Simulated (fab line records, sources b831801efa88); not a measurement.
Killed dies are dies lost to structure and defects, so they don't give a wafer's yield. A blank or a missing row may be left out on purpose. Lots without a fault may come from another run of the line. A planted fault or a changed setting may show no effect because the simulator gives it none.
fab line records | flow sky130
record lots=5 wafers=15 last_day=50
route steps=708 shown SONOS_TUNNEL@158 SONOS_ONO@168 PAD_OPEN@708
lots that met no fault: from a run of the same line without faults
start_h: hours from the record's first day to the start of the lot's first wafer shown | wait_h: hours since the lot's step before | " the same as in the row above | L1.1+2: a row that stands for several wafers | - no value, or no start given | * or withheld: withheld | < > ~ a bound
route shown NAME@n: a module of which the file shows steps, and the number in the route of the first | usual: mean/standard deviation of fault-free wafers | same: alike in all rows | chamber/n: place in a boat | sites: the reading at each site | _std_site: their standard deviation | _edge_site: outer sites' mean less inner sites' | radius_mm: how far each site lies from the wafer's centre | mask NAME#n: copy n | behind: the tool/chamber that last shaped the wafer | hold: why the lot was held/for how many hours/how that ended | device: the transistor (n, p or np) that didn't switch | end of line: the same wafers' tests at the end of the route | a step without rows: its recipe alone | killed: dies lost to structure and defects at the first sort, not the wafer's yield | map: a wafer's dies, x killed, . not, _ none there
set.NAME: the setting as run; set.NAME@STEP: as run at that earlier step | model.NAME: the simulator's own value behind a step, which no gauge read
lots at some steps of the route; a table a step, a row a wafer
services: from which hour (start_h, from the record's first day; less than 0 if before it) a tool's chamber was out of use, for how many hours, and why
## steps
# step SKY_SONOS_TUNNEL_EXPOSE_04
# recipe mask_id=TUNM na=0.6 source_shape=conventional sigma_outer=0.6 polarization=unpolarized target_cd_nm=410 dose_mj=136
# step SKY_SONOS_TUNNEL_PEB_05
# recipe temp_c=withheld time_s=* resist=NOVOLAK
# step SKY_SONOS_TUNNEL_DEVELOP_06
# recipe resist=NOVOLAK developer=TMAH develop_time_s=60 dev_temp_c=23
# step SKY_SONOS_TUNNEL_CD_MEAS_07
# recipe target_cd_nm=410
# usual cd_nm=409.4/2.2
# columns lot.wafer tool chamber start_h wait_h cd_nm
L433.1 cd_sem-01 - 248.88 0.1 412.3
L433.4 " - " " 410.9
L433.6 " - " " 409.6
L439.2 cd_sem-02 - 298.59 0.1 408.5
L439.4 " - " " 406.3
L439.5 " - " " 408.8
L444.1 cd_sem-01 - 343.18 0.1 410.0
L444.4 " - " " 408.7
L444.6 " - " " 412.2
L453.2 cd_sem-01 - 409.29 0.1 410.3
L453.4 " - " " 409.7
L453.6 " - " " 408.6
L455.1 cd_sem-01 - 424.77 0.1 410.3
L455.3 " - " " 407.5
L455.6 " - " " 409.5
# step SKY_SONOS_TUNNEL_OVL_MEAS_08
# usual SONOS_TUNNEL_OVL=-0.3/1.6
# columns lot.wafer tool chamber start_h wait_h SONOS_TUNNEL_OVL[nm]
L433.1 overlay-01 - 249.00 0.1 1.9
L433.4 " - " " -0.5
L433.6 " - " " 0.4
L439.2 overlay-01 - 298.69 0.1 1.2
L439.4 " - " " -0.6
L439.5 " - " " 1.0
L444.1 overlay-01 - 343.30 0.1 0.0
L444.4 " - " " 0.9
L444.6 " - " " -2.2
L453.2 overlay-02 - 409.39 0.1 -1.7
L453.4 " - " " -0.1
L453.6 " - " " -1.3
L455.1 overlay-02 - 424.89 0.1 -2.8
L455.3 " - " " -1.2
L455.6 " - " " -2.3
# step SKY_SONOS_TUNNEL_IMPLANT_09
# recipe species=B energy_kev=20 dose_cm2=1e+12 tilt_deg=withheld
# step SKY_SONOS_TUNNEL_WET_ETCH_10
# recipe chemistry=dHF target_depth_nm=14 target=SiO2 dilution=100:1 temp_c=25 time_s=280
# step SKY_SONOS_TUNNEL_STRIP_11
# recipe chemistry=SPM time_s=600 temp_c=130
# step SKY_SONOS_TUNNEL_TW_MEAS_12
# usual SONOS_TUNNEL_TW=200.5/1.9
# columns lot.wafer tool chamber start_h wait_h SONOS_TUNNEL_TW
L433.1 film_metro-04 - 249.46 0.0 202.9
L433.4 " - " " 202.5
L433.6 " - " " 202.2
L439.2 film_metro-03 - 299.14 0.0 198.1
L439.4 " - " " 196.7
L439.5 " - " " 198.0
L444.1 film_metro-04 - 343.75 0.0 200.5
L444.4 " - " " 201.5
L444.6 " - " " 201.5
L453.2 film_metro-03 - 409.87 0.0 199.0
L453.4 " - " " 199.0
L453.6 " - " " 198.1
L455.1 film_metro-04 - 425.33 0.0 200.7
L455.3 " - " " 200.9
L455.6 " - " " 201.0
# step SKY_SONOS_TUNNEL_CLEAN_13
# recipe chemistry=dHF time_s=20 dilution=100:1 dry=ipa_marangoni
# step SKY_SONOS_ONO_OXIDATION_00
# recipe temp_c=800 ambient=O2 idle_temp_c=700 ramp_up_c_per_min=10 ramp_down_c_per_min=3 stabilise_s=600 purge_s=300 target_thk_a=26 ox_time_s=1249
# step SKY_SONOS_ONO_THK_MEAS_01
# recipe reads=SiO2_of_SONOS_ONO_OXIDATION_00
# usual SONOS_ONO_OXIDATION_THK=2.60/0.06
# columns lot.wafer tool chamber start_h wait_h SONOS_ONO_OXIDATION_THK[nm]
L433.1 film_metro-04 - 254.15 0.0 2.60
L433.4 " - " " 2.49
L433.6 " - " " 2.61
L439.2 film_metro-01 - 302.47 0.0 2.66
L439.4 " - " " 2.61
L439.5 " - " " 2.65
L444.1 film_metro-04 - 345.17 0.0 2.62
L444.4 " - " " 2.59
L444.6 " - " " 2.62
L453.2 film_metro-02 - 413.90 0.0 2.58
L453.4 " - " " 2.55
L453.6 " - " " 2.62
L455.1 film_metro-01 - 430.65 0.0 2.64
L455.3 " - " " 2.58
L455.6 " - " " 2.62
# step SKY_SONOS_ONO_CVD_02
# recipe material=Si3N4 precursor=DCS/NH3 target_thk_nm=10.5 temp_c=770 time_s=180 pressure_mtorr=250
# usual pressure_mtorr=250.1/0.47 spike_tc_upper_C=769.4/1.4 zone_power_bottom_pct=20.66/0.19
# columns lot.wafer tool chamber start_h wait_h pressure_mtorr spike_tc_upper_C zone_power_bottom_pct model.Si3N4_of_SONOS_ONO_CVD_02.thk_nm
L433.1 lpcvd-02 1 254.21 0.1 250.3 770.1 20.76 10.45
L433.4 " 1 " " 249.3 770.1 20.51 10.51
L433.6 " 1 " " 250.0 771.8 20.84 10.4
L439.2 lpcvd-02 0 302.52 0.0 250.7 768.6 20.80 10.45
L439.4 " 0 " " 250.7 768.1 20.96 10.37
L439.5 " 0 " " 250.7 767.5 21.06 10.43
L444.1 lpcvd-02 0 345.23 0.1 250.9 768.8 20.98 13.45
L444.4 " 0 " " 250.1 769.2 20.89 13.45
L444.6 " 0 " " 250.6 768.1 20.58 13.42
L453.2 lpcvd-02 0 413.95 0.0 249.5 768.7 20.57 10.11
L453.4 " 0 " " 249.6 767.8 20.69 10.12
L453.6 " 0 " " 249.6 767.5 20.60 10.06
L455.1 lpcvd-02 1 431.15 0.5 250.7 771.1 20.97 10.56
L455.3 " 1 " " 250.3 769.2 20.65 10.58
L455.6 " 1 " " 250.3 769.4 20.60 10.61
# step SKY_SONOS_ONO_THK_MEAS_03
# recipe reads=Si3N4_of_SONOS_ONO_CVD_02
# usual SONOS_ONO_CVD_02_THK=10.55/0.17
# columns lot.wafer tool chamber start_h wait_h SONOS_ONO_CVD_02_THK[nm]
L433.1 film_metro-01 - 255.27 0.0 10.46
L433.4 " - " " 10.49
L433.6 " - " " 10.39
L439.2 film_metro-01 - 303.58 0.0 10.46
L439.4 " - " " 10.38
L439.5 " - " " 10.42
L444.1 film_metro-01 - 346.28 0.0 13.48
L444.4 " - " " 13.44
L444.6 " - " " 13.43
L453.2 film_metro-01 - 415.01 0.0 10.08
L453.4 " - " " 10.10
L453.6 " - " " 10.07
L455.1 film_metro-01 - 432.20 0.0 10.59
L455.3 " - " " 10.55
L455.6 " - " " 10.57
# step SKY_SONOS_ONO_CVD_04
# recipe material=SiO2 precursor=SiH4/N2O target_thk_nm=5.7199 temp_c=900 pressure_mtorr=400
# step SKY_PAD_OPEN_PROBE_99
# usual killed_at_M0_to_M3=43/6.4 killed_at_M4_up=2.9/1.7 killed_at_contacts=24/5 killed_at_front_end=15/4 killed_at_other=0.4/0.62 killed_dies=86/9.3 killed_open=47/6.8 killed_short=38/5.8
# same gross_dies=492 killed_at_back_side=0
# columns lot.wafer tool chamber start_h wait_h killed_at_M0_to_M3 killed_at_M4_up killed_at_contacts killed_at_front_end killed_at_other killed_dies killed_open killed_short model.etest.sonos_erased.drive_ua_um model.etest.sonos_uncharged.r_on_ohm_um model.etest.sonos_programmed.off_log10_a_um model.etest.cap_ono.gate_log10_a_cm2 model.etest.cap_ono.gate_bv_v model.etest.cap_ono.tox_acc_nm model.etest.sonos_programmed.vt_v model.etest.sonos_erased.vt_v
L433.1 prober-01 - 1076.09 0.1 34 5 30 15 0 84 44 40 236.7 787 -14.05 -7.726 15.74 12.8 1.506 -2.401
L433.4 prober-01 - 1076.24 0.2 43 5 24 10 2 84 48 36 236.7 787.6 -13.9 -7.641 15.74 12.64 1.557 -2.442
L433.6 prober-01 - 1076.34 0.2 43 5 20 16 2 86 54 31 154.7 797.6 -13.82 -7.683 15.92 12.72 1.503 -2.311
L439.2 prober-01 - 1111.07 0.1 47 2 30 16 0 95 48 47 172 813.2 -14.04 -7.91 16.13 12.87 1.519 -2.241
L439.4 prober-01 - 1111.17 0.2 37 1 21 14 0 73 40 33 182.9 809.2 -14.14 -7.778 16.15 12.8 1.516 -2.314
L439.5 prober-01 - 1111.22 0.2 48 4 20 17 0 89 51 38 178.4 814.1 -13.86 -7.845 16.17 12.9 1.506 -2.244
L444.1 prober-01 - 1144.80 0.1 59 4 21 16 0 100 55 45 117.5 870.4 -10.7 -9.704 17.98 14.26 0.6231 -1.487
L444.4 prober-01 - 1144.95 0.2 43 3 29 9 0 84 47 37 104.1 868.9 -9.916 -9.812 18.16 14.35 0.5556 -1.434
L444.6 prober-01 - 1145.05 0.2 44 3 24 23 1 95 54 41 94.35 842.7 -10.14 -9.689 18.08 14.27 0.5953 -1.438
L453.2 prober-02 - 1185.54 0.1 34 3 21 11 1 70 39 30 209.3 802.1 -14.05 -7.573 16.16 12.65 1.607 -2.372
L453.4 prober-02 - 1185.64 0.2 39 5 26 11 1 82 48 34 204.3 800.9 -13.98 -7.686 16.17 12.74 1.547 -2.363
L453.6 prober-02 - 1185.74 0.2 46 2 27 9 0 84 50 34 214.2 793.7 -14.01 -7.534 15.66 12.58 1.643 -2.399
L455.1 prober-02 - 1191.36 0.1 47 3 36 8 1 95 49 46 176.8 823.2 -13.97 -8.222 16.28 13.08 1.402 -2.166
L455.3 prober-02 - 1191.46 0.2 41 2 18 19 0 80 47 33 186.9 825.5 -13.96 -8.2 16.52 13.07 1.375 -2.211
L455.6 prober-02 - 1191.61 0.2 51 0 24 11 0 86 53 33 194.7 824.4 -13.94 -8.339 16.25 13.24 1.282 -2.147
# killed by level:class
L433.1 CONTACT:geometric_particle:open=11 LI_CONTACT:geometric_particle:open=8 LI_CONTACT:geometric_particle:short=7 VIA3:geometric_particle:open=6 FIELD_ISO:geometric_particle:open=5 VIA1:geometric_particle:short=5 METAL2:geometric_particle:short=4 VIA2:geometric_particle:open=4
L433.4 CONTACT:geometric_particle:open=12 VIA1:geometric_particle:open=8 LI_CONTACT:geometric_particle:open=7 VIA2:geometric_particle:short=7 VIA2:geometric_particle:open=7 METAL2:geometric_particle:short=6 VIA1:geometric_particle:short=5 FIELD_ISO:geometric_particle:open=3
L433.6 VIA3:geometric_particle:open=9 LI_CONTACT:geometric_particle:open=9 CONTACT:geometric_particle:open=9 VIA1:geometric_particle:open=7 VIA2:geometric_particle:open=7 FIELD_ISO:geometric_particle:open=5 METAL1:geometric_particle:short=5 POLY_GATE:geometric_particle:open=4
L439.2 CONTACT:geometric_particle:open=12 VIA2:geometric_particle:open=9 VIA3:geometric_particle:open=8 VIA1:geometric_particle:short=7 VIA1:geometric_particle:open=7 CONTACT:geometric_particle:short=6 FIELD_ISO:geometric_particle:short=5 POLY_GATE:geometric_particle:short=5
L439.4 VIA1:geometric_particle:open=10 LI_CONTACT:geometric_particle:open=6 CONTACT:geometric_particle:short=6 CONTACT:geometric_particle:open=5 VIA2:geometric_particle:open=5 VIA1:geometric_particle:short=5 VIA3:geometric_particle:open=4 FIELD_ISO:geometric_particle:short=3
L439.5 VIA1:geometric_particle:open=14 CONTACT:geometric_particle:open=8 LI_CONTACT:geometric_particle:open=6 VIA3:geometric_particle:open=6 VIA1:geometric_particle:short=5 METAL2:geometric_particle:short=5 FIELD_ISO:geometric_particle:short=4 POLY_GATE:geometric_particle:open=4
L444.1 VIA1:geometric_particle:open=13 CONTACT:geometric_particle:open=8 VIA2:geometric_particle:open=8 METAL2:geometric_particle:short=6 VIA2:geometric_particle:short=6 VIA3:geometric_particle:open=6 FIELD_ISO:geometric_particle:short=5 VIA1:geometric_particle:short=5
L444.4 VIA1:geometric_particle:open=15 LI_CONTACT:geometric_particle:open=10 CONTACT:geometric_particle:open=10 METAL2:geometric_particle:short=7 VIA1:geometric_particle:short=5 FIELD_ISO:geometric_particle:open=4 CONTACT:geometric_particle:short=4 VIA3:geometric_particle:short=4
L444.6 CONTACT:geometric_particle:open=11 VIA1:geometric_particle:open=10 VIA2:geometric_particle:open=8 VIA1:geometric_particle:short=6 LI_CONTACT:geometric_particle:open=6 METAL1:geometric_particle:short=6 VIA3:geometric_particle:open=6 FIELD_ISO:geometric_particle:open=5
L453.2 CONTACT:geometric_particle:open=9 VIA1:geometric_particle:open=9 LI_CONTACT:geometric_particle:open=7 VIA1:geometric_particle:short=6 METAL1:geometric_particle:short=5 VIA2:geometric_particle:short=3 VIA2:geometric_particle:open=3 VIA3:geometric_particle:open=3
L453.4 VIA2:geometric_particle:open=10 LI_CONTACT:geometric_particle:open=9 CONTACT:geometric_particle:open=8 VIA1:geometric_particle:open=6 VIA1:geometric_particle:short=5 METAL2:geometric_particle:short=5 METAL4:geometric_particle:short=5 FIELD_ISO:geometric_particle:short=4
L453.6 LI_CONTACT:geometric_particle:open=11 VIA1:geometric_particle:open=10 VIA2:geometric_particle:open=9 CONTACT:geometric_particle:open=7 METAL1:geometric_particle:short=7 CONTACT:geometric_particle:short=4 VIA1:geometric_particle:short=4 VIA3:geometric_particle:open=4
L455.1 VIA1:geometric_particle:open=13 LOCAL_INTERCONNECT:geometric_particle:short=10 CONTACT:geometric_particle:short=10 CONTACT:geometric_particle:open=8 LI_CONTACT:geometric_particle:open=6 VIA2:geometric_particle:open=6 VIA3:geometric_particle:open=6 METAL1:geometric_particle:short=5
L455.3 VIA1:geometric_particle:open=10 CONTACT:geometric_particle:open=8 POLY_GATE:geometric_particle:open=6 LOCAL_INTERCONNECT:geometric_particle:short=6 VIA2:geometric_particle:open=5 VIA3:geometric_particle:open=5 METAL1:geometric_particle:short=5 FIELD_ISO:geometric_particle:open=4
L455.6 VIA1:geometric_particle:open=14 CONTACT:geometric_particle:open=11 VIA1:geometric_particle:short=8 LI_CONTACT:geometric_particle:open=8 VIA2:geometric_particle:open=7 METAL2:geometric_particle:short=5 METAL1:geometric_particle:short=5 VIA3:geometric_particle:open=5
## services
# columns tool chamber start_h hours kind
lpcvd-02 - 319.75 1.4 repair
lpcvd-02 - 417.25 6.0 pm
## key
first_sign step=SKY_SONOS_ONO_THK_MEAS_03 reading=SONOS_ONO_CVD_02_THK direction=up sigmas=17 usual=10.55 struck=13.45
effect none on later readings
model_effect step=SKY_SONOS_ONO_CVD_02 value=Si3N4_of_SONOS_ONO_CVD_02.thk_nm without=10.86 struck=13.44
model_effect step=SKY_PAD_OPEN_PROBE_99 value=etest.sonos_erased.drive_ua_um without=190.8 struck=105.3
met_at SKY_SONOS_ONO_CVD_02
struck_wafers L444.1,L444.4,L444.6
tester_left_out L444
onset_between 302.52 345.23
fault kind=process_parameter_drift tool=lpcvd-02 chamber=0 onset_h=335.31 steps=SKY_SONOS_ONO_CVD_02 channel=target_thk_nm offset=2.5781 shape=step end_h=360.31 acts_in=these_recipes_only stated=10.5
# tester_left_out: of these lots the tester's yield and bins aren't shown, on N5 and GAA mostly nor the transistor test; their killed dies are dies lost to structure and defects alone, not to doping, threshold or leakage, so they don't give the yield
